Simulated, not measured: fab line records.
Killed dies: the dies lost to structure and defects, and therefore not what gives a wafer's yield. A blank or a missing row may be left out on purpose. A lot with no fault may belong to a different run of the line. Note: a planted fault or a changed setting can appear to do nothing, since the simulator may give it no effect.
Chamber matching + flow sky130 + SKY_CAPM_CVD_00 on pecvd-01: 3 sister chambers
The step deposits SiO2, target thk 15.5 nm. 16 wafers are shown with their chamber, then 8 later ones without.

== EACH WAFER AND ITS CHAMBER ==
| wafer  | chamber | heaterPowerW (W) |
|--------|---------|------------------|
| L076.1 | 2       | 710              |
| L076.2 | 1       | 679              |
| L076.4 | 0       | 822              |
| L079.1 | 0       | 848              |
| L079.3 | 2       | 644              |
| L079.4 | 0       | 867              |
| L082.1 | 0       | 829              |
| L082.2 | 2       | 577              |
| L082.3 | 1       | 684              |
| L082.4 | 0       | 824              |
| L082.5 | 2       | 578              |
| L082.6 | 1       | 683              |
| L085.1 | 1       | 659              |
| L085.2 | 2       | 677              |
| L085.5 | 2       | 693              |
| L088.3 | 1       | 655              |

SIGNATURES, as means of the wafers listed above
| reading      | chamber 0 | chamber 1 | chamber 2 | scatter within a chamber |
|--------------|-----------|-----------|-----------|--------------------------|
| heaterPowerW | 838.00    | 672.00    | 646.50    | 38.1                     |
Rule: distance of a wafer from a chamber = root of the sum over the readings of ((wafer's reading minus chamber's mean) / reading's scatter) squared. If the next closest chamber is less than 2 further off than the closest, the wafer can't be placed; otherwise it belongs to the closest. How the scatter is found: for the shown wafers, subtract from each reading the mean of its chamber, square and add these, divide the total by (wafers less chambers), then take the root.

== WAFERS WITHOUT THEIR CHAMBER ==
| wafer  | heaterPowerW (W) |
|--------|------------------|
| L088.4 | 593              |
| L088.6 | 895              |
| L092.1 | 597              |
| L092.2 | 840              |
| L092.6 | 816              |
| L097.2 | 594              |
| L097.4 | 582              |
| L097.5 | 594              |

== WHICH CHAMBER EACH ONE RAN IN ==
| wafer  | from the rows above     | in truth |
|--------|-------------------------|----------|
| L088.4 | can't be placed: 2 or 1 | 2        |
| L088.6 | 0                       | 0        |
| L092.1 | can't be placed: 2 or 1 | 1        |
| L092.2 | 0                       | 0        |
| L092.6 | 0                       | 0        |
| L097.2 | can't be placed: 2 or 1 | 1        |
| L097.4 | can't be placed: 2 or 1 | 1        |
| L097.5 | can't be placed: 2 or 1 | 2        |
Correctly placed: 3 of 8. Can't be placed from these rows: 5 (the true chamber is among the candidates in 5). 0 placed wrongly.
